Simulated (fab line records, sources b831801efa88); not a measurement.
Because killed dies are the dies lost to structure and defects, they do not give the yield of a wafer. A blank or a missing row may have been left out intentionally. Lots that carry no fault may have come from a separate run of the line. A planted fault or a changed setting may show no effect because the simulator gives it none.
8D (eight disciplines) problem report, filled in by code :: flow gf180mcu :: the parts of the form that need people (team, actions taken, sign-off) are left out

1. PROBLEM STATEMENT
At GF_V3_CMP_26, overpolish run s averages 0.042 s over 9 wafers from 3 lots, while fault-free wafers read 15.000 s, standard deviation 0.0089. So: -99 or more standard deviations from the usual mean.
The step: polishes, stops on SiO2, t overpolish 15 s, target thk 0 nm.
First observed at day 25 13:35: wafer L788.4, on cmp-02. The record has a number at this step for 39 wafers belonging to 13 lots. Rule for "out" (also "out of limits"): further than 4 standard deviations from the usual mean. The other wafers with a number count as sound.

2. WHAT IT IS; WHAT IT IS NOT
question: which readings at this step
is: overpolish run s, time to endpoint s
is not: head pressure psi

question: which lots
is: L788, L789, L790
is not: L781, L782, L784, L785, L795, L797, L798, L800, L801, L802

question: which wafers of those lots
is: all that have a number
is not: -

question: read on which tools
is: cmp-02
is not: cmp-01

question: when
is: from day 25 13:35
is not: up to then (12 sound wafers); but 18 sound wafers of L795, L797, L798, L800, L801, L802 came after

3. SUSPECTS, AND WHAT RULES EACH OUT
Counting: a tool at any process step up to the reading remains a suspect when it ran all the lots that are out and ran no sound lot after the first of those.
- cmp-02 at GF_V3_CMP_26 (polishes, stops on SiO2, t overpolish 15 s, target thk 0 nm): ruled out as a lasting fault. The sound lots L801, L802 went through it after L788, its earliest lot that is out (day 25 13:35).
Left after counting: nothing in the record.

4. THE CAUSE (what the simulator had put in)
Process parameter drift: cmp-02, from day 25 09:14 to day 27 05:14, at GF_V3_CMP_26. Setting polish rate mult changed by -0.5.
Counting ruled it out, wrongly.

5. THE EFFECT CHAIN, in route order
One row per reading whose mean, taken over the struck wafers that have a number, lies over 3 standard deviations from the usual. Readings are gone through only where the record gives a usual standard deviation; hours: the median, over the lots, of the time from a lot's start at the first step in this table giving one to that lot's start at this step; sigmas: the change measured in usual standard deviations.
hours: 0
step: GF_V3_CMP_26
reading: overpolish run s
usual: 15.000 s
on struck wafers: 0.042
change: -14.958
sigmas: -99 or more

hours: 0
step: GF_V3_CMP_26
reading: time to endpoint s
usual: 85 s
on struck wafers: 129
change: +44
sigmas: +12

hours: 143
step: GF_PASSIVATION_PROBE_99
reading: defect limited yield
usual: 90.3 %
on struck wafers: 0.0
change: -90.3
sigmas: -64

hours: 143
step: GF_PASSIVATION_PROBE_99
reading: killed_at_M0_to_M3
usual: 20
on struck wafers: 465
change: +445
sigmas: +89

hours: 143
step: GF_PASSIVATION_PROBE_99
reading: killed dies
usual: 47
on struck wafers: 492
change: +445
sigmas: +63

hours: 143
step: GF_PASSIVATION_PROBE_99
reading: killed on rim
usual: 9
on struck wafers: 96
change: +87
sigmas: +29

hours: 143
step: GF_PASSIVATION_PROBE_99
reading: sort_bin_3_pad_short
usual: 0.43 %
on struck wafers: 90.99
change: +90.56
sigmas: +99 or more

hours: 143
step: GF_PASSIVATION_PROBE_99
reading: sort n pass
usual: 445
on struck wafers: 0
change: -445
sigmas: -63

hours: 143
step: GF_PASSIVATION_PROBE_99
reading: sort yield pct
usual: 90.3 %
on struck wafers: 0.0
change: -90.3
sigmas: -64
The process steps in it:
- GF_V3_CMP_26: polishes, stops on SiO2, t overpolish 15 s, target thk 0 nm.
- GF_PASSIVATION_PROBE_99

6. HOW IT WOULD HAVE BEEN CAUGHT EARLIER
The fault began at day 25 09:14; the first out-of-limits reading in this record came at day 25 13:35, 4 hours later.
